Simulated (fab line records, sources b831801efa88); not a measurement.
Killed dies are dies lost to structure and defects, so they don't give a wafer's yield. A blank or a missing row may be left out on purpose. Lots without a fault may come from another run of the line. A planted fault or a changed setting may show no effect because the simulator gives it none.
fab line records | flow sky130
record lots=4 wafers=12 last_day=49
route steps=708 shown VIA3@577 METAL4@598 CAP2M@603 PAD_OPEN@708
lots that met no fault: from a run of the same line without faults
start_h: hours from the record's first day to the start of the lot's first wafer shown | wait_h: hours since the lot's step before | " the same as in the row above | L1.1+2: a row that stands for several wafers | - no value, or no start given | * or withheld: withheld | < > ~ a bound
route shown NAME@n: a module of which the file shows steps, and the number in the route of the first | usual: mean/standard deviation of fault-free wafers | same: alike in all rows | chamber/n: place in a boat | sites: the reading at each site | _std_site: their standard deviation | _edge_site: outer sites' mean less inner sites' | radius_mm: how far each site lies from the wafer's centre | mask NAME#n: copy n | behind: the tool/chamber that last shaped the wafer | hold: why the lot was held/for how many hours/how that ended | device: the transistor (n, p or np) that didn't switch | end of line: the same wafers' tests at the end of the route | a step without rows: its recipe alone | killed: dies lost to structure and defects at the first sort, not the wafer's yield | map: a wafer's dies, x killed, . not, _ none there
set.NAME: the setting as run; set.NAME@STEP: as run at that earlier step | model.NAME: the simulator's own value behind a step, which no gauge read
lots at some steps of the route; a table a step, a row a wafer
services: from which hour (start_h, from the record's first day; less than 0 if before it) a tool's chamber was out of use, for how many hours, and why
## steps
# step SKY_VIA3_DEHYDRATE_04
# recipe temp_c=200 time_s=60
# step SKY_VIA3_HMDS_05
# recipe prime_time_s=60 prime_temp_c=120
# step SKY_VIA3_COAT_06
# recipe resist=BARC temp_c=withheld time_s=withheld spin_rpm=3000 resist_thk_nm=60
# step SKY_VIA3_COAT_07
# recipe resist=KrF-thick spin_rpm=3000 resist_thk_nm=450
# step SKY_VIA3_SOFTBAKE_08
# recipe temp_c=100 time_s=90 resist=KrF-thick
# step SKY_VIA3_EXPOSE_09
# recipe mask_id=VIM3 na=0.8 source_shape=annular sigma_inner=0.55 sigma_outer=0.85 target_cd_nm=200 dose_mj=37.22
# step SKY_VIA3_PEB_10
# recipe peb_temp_c=withheld peb_time_s=withheld resist=KrF-thick
# step SKY_VIA3_DEVELOP_11
# recipe develop_time_s=60 resist=KrF-thick dev_temp_c=21
# step SKY_VIA3_ETCH_14
# recipe chemistry=N2/H2 target=BARC ion_energy_ev=200 source_w=500 bias_w=100 pressure_mtorr=30 n2_flow_sccm=100 h2_flow_sccm=200 stop_on=SiO2 time_s=45.9 target_depth_a=600
# step SKY_VIA3_ETCH_15
# recipe target=SiO2 chemistry=C4F8/O2/Ar target_depth_nm=507 stop_on=TiN mask_material=KrF-thick source_w=1500 bias_w=1200 pressure_mtorr=40 c4f8_flow_sccm=withheld O2_flow_sccm=6 Ar_flow_sccm=300 time_s=78
# usual oes_product_au=0.946/0.0047
# columns lot.wafer tool chamber start_h wait_h oes_product_au rf_hours_counter_h
L337.1 rie_diel-02 3 971.27 0.0 0.948 6
L337.5 " 1 " " 0.941 -
L337.6 " 2 " " 0.952 -
L346.3 rie_diel-02 2 1014.43 0.0 0.945 21
L346.5 " 1 " " 0.949 -
L346.6 " 0 " " 0.951 -
L347.1 rie_diel-02 0 1024.49 0.0 0.945 22
L347.2 " 1 " " 0.944 13
L347.4 " 3 " " 0.938 7
L348.3 rie_diel-01 1 1048.53 0.0 0.953 20
L348.5 " 1 " " 0.943 -
L348.6 " 2 " " 0.947 -
# step SKY_VIA3_STRIP_16
# recipe chemistry=O2/N2 power_w=1400 pressure_mtorr=1500 platen_temp_c=withheld o2_flow_sccm=3000 n2_flow_sccm=300 overash_fraction=0.5
# step SKY_VIA3_STRIP_17
# recipe chemistry=post_etch_residue_remover time_s=1200 temp_c=72.5
# step SKY_VIA3_CLEAN_18
# recipe chemistry=IPA time_s=180 temp_c=25
# step SKY_VIA3_CLEAN_19
# recipe chemistry=O3/DIW dry=n2_spin
# step SKY_VIA3_SPUTTER_20
# recipe material=TiN target_thk_nm=20 chamber_pressure_pa=5 power_w=4000 time_s=80
# step SKY_VIA3_CVD_21
# recipe material=W target_thk_nm=390 time_s=117.31 temp_c=400 pressure_torr=40
# step SKY_VIA3_CMP_24
# recipe stop_on=SiO2 t_overpolish_s=20 down_force_psi=3.5 platen_rpm=60 target_thk_nm=0 pad_velocity_m_s=0.94248
# step SKY_METAL4_SPUTTER_00
# recipe material=Ti target_thk_nm=15 power_w=3000 time_s=10 chamber_pressure_pa=0.4
# step SKY_METAL4_SPUTTER_01
# recipe material=TiN target_thk_nm=20 power_w=6500 time_s=16.7 chamber_pressure_pa=0.4
# step SKY_METAL4_SPUTTER_02
# recipe material=AlCu target_thk_nm=735 power_w=10600 time_s=39.1 chamber_pressure_pa=0.4
# step SKY_METAL4_SPUTTER_03
# recipe material=Ti target_thk_nm=5 power_w=3000 time_s=3.3 chamber_pressure_pa=0.4
# step SKY_METAL4_SPUTTER_04
# recipe material=TiN target_thk_nm=70 power_w=6500 time_s=58.3 chamber_pressure_pa=0.4
# step SKY_CAP2M_CVD_00
# recipe material=SiO2 target_thk_nm=15.5 temp_c=400 time_s=withheld rf_w=450
# step SKY_CAP2M_SPUTTER_02
# recipe material=TiN target_thk_nm=200 temp_c=300 power_w=6500 time_s=166.7 chamber_pressure_pa=0.4
# step SKY_CAP2M_DEHYDRATE_05
# recipe temp_c=200 time_s=60
# step SKY_CAP2M_HMDS_06
# recipe prime_time_s=60 prime_temp_c=120
# step SKY_CAP2M_COAT_07
# recipe resist=NOVOLAK spin_rpm=3000 resist_thk_nm=1140
# step SKY_CAP2M_SOFTBAKE_08
# recipe temp_c=90 time_s=60 resist=NOVOLAK
# step SKY_CAP2M_EXPOSE_09
# recipe mask_id=CAP2M na=0.6 source_shape=conventional sigma_outer=0.6 polarization=unpolarized target_cd_nm=1000 dose_mj=159
# step SKY_CAP2M_PEB_10
# recipe temp_c=withheld time_s=* resist=NOVOLAK
# step SKY_CAP2M_DEVELOP_11
# recipe resist=NOVOLAK developer=TMAH develop_time_s=60.77 dev_temp_c=23
# step SKY_CAP2M_METAL_ETCH_13
# recipe target_depth_nm=220 stop_on=SiO2 chemistry=Cl2/BCl3 target=TiN pressure_mtorr=10 icp_w=900 bias_w=48.5 Cl2_flow_sccm=60 bcl3_flow_sccm=30 time_s=62.9
# step SKY_CAP2M_STRIP_14
# recipe chemistry=O2/N2 power_w=1400 pressure_mtorr=1500 platen_temp_c=withheld o2_flow_sccm=3000 n2_flow_sccm=300 overash_fraction=0.5
# step SKY_PAD_OPEN_PROBE_99
# usual defect_limited_yield=82.3/1.9 killed_at_M0_to_M3=44/7.3 killed_at_M4_up=3.4/1.7 killed_at_contacts=24/5.3 killed_at_front_end=15/4.1 killed_at_other=0.4/0.68 killed_dies=87/9.5 killed_open=48/7.1 killed_short=39/5.8 sort_bin_3_pad_short=0.8/0.39 sort_bin_5_function=10.4/1.4 sort_bin_6_memory=6.5/1.1 sort_n_pass=405/9.5 sort_yield_pct=82.3/1.9
# same gross_dies=492 killed_at_back_side=0 sort_bin_4_leakage[%]=0 sort_bin_8_speed[%]=0
# columns lot.wafer tool chamber start_h wait_h defect_limited_yield[%] killed_at_M0_to_M3 killed_at_M4_up killed_at_contacts killed_at_front_end killed_at_other killed_dies killed_open killed_short sort_bin_3_pad_short[%] sort_bin_5_function[%] sort_bin_6_memory[%] sort_n_pass sort_yield_pct[%] model.etest.tester.sort_n_pass model.etest.tester.sort_yield_pct model.etest.tester.sort_bin_5_pct model.etest.tester.sort_bin_3_pct
L346.3 prober-01 - 1147.69 0.2 75.6 86 2 18 13 1 120 36 28 5.3 12.6 6.5 372 75.6 372 75.61 12.6 5.285
L346.5 prober-01 - 1147.79 0.2 70.3 111 3 16 15 1 146 49 33 3.3 20.5 5.9 346 70.3 346 70.33 20.53 3.252
L346.6 prober-01 - 1147.84 0.2 78.5 58 3 27 18 0 106 44 36 2.6 11.6 7.3 386 78.5 386 78.46 11.59 2.642
L347.1 prober-02 - 1155.00 0.1 74.4 76 4 31 15 0 126 53 48 2.8 15.0 7.7 366 74.4 366 74.39 15.04 2.846
L347.2 prober-02 - 1155.05 0.1 72.0 103 2 26 7 0 138 35 31 4.9 16.5 6.7 354 72.0 354 71.95 16.46 4.878
L347.4 prober-02 - 1155.15 0.2 72.4 97 1 26 11 1 136 42 26 3.9 18.1 5.7 356 72.4 356 72.36 18.09 3.862
L348.3 prober-01 - 1175.24 0.2 82.1 49 2 29 8 0 88 42 46 0.8 10.2 6.9 404 82.1 404 82.11 10.16 0.813
L348.5 prober-01 - 1175.34 0.2 84.6 42 5 19 10 0 76 43 33 0.6 8.5 6.3 416 84.6 416 84.55 8.537 0.6098
L348.6 prober-01 - 1175.39 0.2 84.1 30 2 30 16 0 78 46 30 0.6 7.5 7.7 414 84.1 414 84.15 7.52 0.6098
# killed by level:class
L346.3 VIA3:unspecified=55 VIA1:geometric_particle:open=8 CONTACT:geometric_particle:open=7 VIA2:geometric_particle:open=6 POLY_GATE:geometric_particle:short=5 CONTACT:geometric_particle:short=4 METAL1:geometric_particle:short=4 METAL1:geometric_particle:open=4
L346.5 VIA3:unspecified=64 VIA3:geometric_particle:open=12 VIA1:geometric_particle:open=10 VIA2:geometric_particle:open=7 CONTACT:geometric_particle:open=5 FIELD_ISO:geometric_particle:open=4 FIELD_ISO:geometric_particle:short=4 LI_CONTACT:geometric_particle:open=4
L346.6 VIA3:unspecified=25 CONTACT:geometric_particle:open=9 LI_CONTACT:geometric_particle:open=8 VIA1:geometric_particle:open=7 CONTACT:geometric_particle:short=7 METAL1:geometric_particle:short=7 FIELD_ISO:geometric_particle:open=6 POLY_GATE:geometric_particle:open=4
L347.1 VIA3:unspecified=25 CONTACT:geometric_particle:open=17 VIA3:geometric_particle:open=9 METAL2:geometric_particle:short=8 CONTACT:geometric_particle:short=7 METAL1:geometric_particle:short=7 VIA2:geometric_particle:open=7 VIA1:geometric_particle:open=6
L347.2 VIA3:unspecified=72 CONTACT:geometric_particle:open=8 LOCAL_INTERCONNECT:geometric_particle:short=6 VIA1:geometric_particle:open=6 VIA2:geometric_particle:open=6 LI_CONTACT:geometric_particle:open=5 METAL2:geometric_particle:short=4 VIA3:geometric_particle:open=4
L347.4 VIA3:unspecified=67 CONTACT:geometric_particle:open=11 VIA2:geometric_particle:open=7 LI_CONTACT:geometric_particle:open=6 VIA1:geometric_particle:open=4 METAL2:geometric_particle:open=4 SONOS_ONO:geometric_particle:short=3 LOCAL_INTERCONNECT:geometric_particle:open=3
L348.3 VIA1:geometric_particle:open=11 METAL1:geometric_particle:short=8 CONTACT:geometric_particle:open=8 LOCAL_INTERCONNECT:geometric_particle:short=7 VIA3:geometric_particle:open=7 LI_CONTACT:geometric_particle:open=6 CONTACT:geometric_particle:short=6 VIA2:geometric_particle:open=6
L348.5 VIA1:geometric_particle:open=9 VIA3:geometric_particle:open=8 LI_CONTACT:geometric_particle:open=7 VIA2:geometric_particle:open=7 CONTACT:geometric_particle:open=5 VIA3:geometric_particle:short=5 LOCAL_INTERCONNECT:geometric_particle:short=4 FIELD_ISO:geometric_particle:short=3
L348.6 CONTACT:geometric_particle:open=11 LI_CONTACT:geometric_particle:open=8 VIA1:geometric_particle:open=8 VIA3:geometric_particle:open=6 FIELD_ISO:geometric_particle:short=4 VIA1:geometric_particle:short=4 VIA2:geometric_particle:open=4 VIA2:geometric_particle:short=3
# map L346.5 (x killed, . not)
__________..x......._________
________...x.x....xx.._______
______.x......x........._____
_____...xx.x....xx..xx...____
____x.xxxxxxx....x...x....___
___.xxxxxxxxxx.....x.x.....__
__..xxxxxxxxx..xx.....x....._
_..xxxxxxxxx.x...x.....x.x.x.
_....xxxxxxxxx......x.x....x.
_..xxxxxxxxxxxx....x.xx...xx.
_x...xxxxxxx....x.x......x...
_...xxx.......x....x...x.....
_.x....x...x.........x.......
_........x.xxxx........x..x..
_...x..........x..........xxx
__...x...x...xx..........x.._
___.....x.............x....__
____x...x...xx..x.......x.___
_____...........xx....xx.____
______...........x.x..x._____
________.......x......_______
__________..x......._________
# map L347.2 (x killed, . not)
__________..x.x...x._________
________...x.........._______
______............x....x_____
_____.xxx..x...x.........____
____xxxxxxxx..x...........___
___.xxxxxxxxx..........x.x.__
__x.xxxxxxxxx...x..........x_
_xxxxxxxxxxxxx..x...x........
_.x.xxxxxxxxxx.x.........x...
_..x.xxxxxxxx...x...x........
_x.x.xxxxxxx........xx......x
_.....xxxx...................
_.......xx........x......x...
_x.x...x..x......x.....x.....
_....x..x.......x..x.xx......
__..........x..x......xx...._
___...x..x...........xx...x__
____x.x..........x........___
_____..x.xxx...xx......x.____
______.......x.x....x..._____
________.............._______
__________xx........_________
## services
# columns tool chamber start_h hours kind
rie_diel-01 2 960.37 3.7 repair
rie_diel-01 1 981.52 7.1 repair
## key
first_sign step=SKY_PAD_OPEN_PROBE_99 reading=sort_bin_3_pad_short direction=up sigmas=7.6 usual=0.8 struck=3.8
effect step=SKY_PAD_OPEN_PROBE_99 reading=killed_at_M0_to_M3 direction=up sigmas=6 usual=44 struck=88
model_effect step=SKY_PAD_OPEN_PROBE_99 value=etest.tester.sort_n_pass without=407.2 struck=363.3
met_at SKY_VIA3_ETCH_15
struck_wafers L346.3,L346.5,L346.6,L347.1,L347.2,L347.4
onset_between 971.27 1014.43
fault kind=chamber_particle_source tool=rie_diel-02 chamber=- onset_h=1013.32 steps=SKY_VIA3_ETCH_15 rate_per_visit_cm2=1.8734 end_h=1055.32
